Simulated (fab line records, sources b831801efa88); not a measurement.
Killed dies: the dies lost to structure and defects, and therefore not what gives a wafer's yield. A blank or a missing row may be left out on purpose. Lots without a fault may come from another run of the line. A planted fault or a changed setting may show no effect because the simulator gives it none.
Problem report, 8D (eight disciplines) form, completed by code | flow gf180mcu | the parts of the form that need people (team, actions taken, sign-off) are left out

1. PROBLEM STATEMENT
NSD_RS at GF_PSD_RS_MEAS_14 reads a mean of 42.09 ohm/sq on 6 wafers of 2 lots; wafers without a fault read 46.13 ohm/sq with a standard deviation of 0.084. Relative to the usual mean, that is a shift of -48 standard deviations.
The step: measures by four-point-probe.
First seen on wafer L946.2, day 19 22:56, on filmMetro-02. Wafers with a number at this step in the record: 36, from 12 lots. Rule for "out", or "out of limits": more than 4 standard deviations from the usual mean. All remaining wafers that have a number are taken as sound.

2. WHAT THIS IS AND IS NOT
question                    | is                         | is not
which readings at this step | NSD_RS                     | -
which lots                  | L946, L947                 | L932, L934, L935, L937, L938, L940, L941, L942, L943, L944
which wafers of those lots  | all that have a number     | -
read on which gauges        | filmMetro-02, filmMetro-04 | filmMetro-01
when                        | from day 19 22:56          | up to then (30 sound wafers)

3. THE SUSPECTS, EACH WITH WHAT RULES IT OUT
Counting: a tool stays on the suspect list if, at a process step up to the reading, it processed all lots that are out and no sound lot following the first of them.
- ruled out: the gauge at GF_PSD_RS_MEAS_14. The wafers that are out were read on 2 gauges (filmMetro-02, filmMetro-04).
- rtpAnneal-02 at GF_PSD_RTA_13 (time 20 s): kept. Every lot that is out went through it, starting with L946 (day 19 22:51), and after that it ran no sound lot; the last sound lot it ran before then is L944 (day 18 13:16). Its own runLengthS readings are out on those wafers.
Left after counting: rtpAnneal-02 at GF_PSD_RTA_13.

4. THE CAUSE (what the simulator had put in)
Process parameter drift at GF_PSD_RTA_13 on rtpAnneal-02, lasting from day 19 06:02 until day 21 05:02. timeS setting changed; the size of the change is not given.
The count eliminated every tool but this one.

5. THE CHAIN OF EFFECTS, in route order
Each row: a reading where the mean over the struck wafers with a number is more than 3 standard deviations away from the usual. Readings are gone through only where the record gives a usual standard deviation; hours: the median, over the lots, of the time from a lot's start at the first step in this table giving one to that lot's start at this step; sigmas: the change measured in usual standard deviations.
hours | step              | reading    | usual         | on struck wafers | change | sigmas
0     | GF_PSD_RTA_13     | runLengthS | 49.15 s       | 71.86            | +22.71 | +99 or more
0     | GF_PSD_RS_MEAS_14 | NSD_RS     | 46.13 ohm/sq  | 42.09            | -4.04  | -48
0     | GF_PSD_RS_MEAS_15 | PSD_RS     | 108.61 ohm/sq | 101.53           | -7.08  | -26
Its process steps:
- GF_PSD_RTA_13: time 20 s.

6. WHAT WOULD HAVE CAUGHT IT SOONER
The first out-of-limits reading at a measuring or inspecting step in this record came at day 19 22:56, 17 hours after the fault's start at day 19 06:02.
The tool's own readings at GF_PSD_RTA_13 were out on every struck wafer that the step has a row for (runLengthS): an alarm limit on them would have fired on the first of those.
Of the lots that are out (2), L947 began GF_PSD_RTA_13 on rtpAnneal-02 after day 19 22:56. Had the tool been put on hold then, it would have been spared.
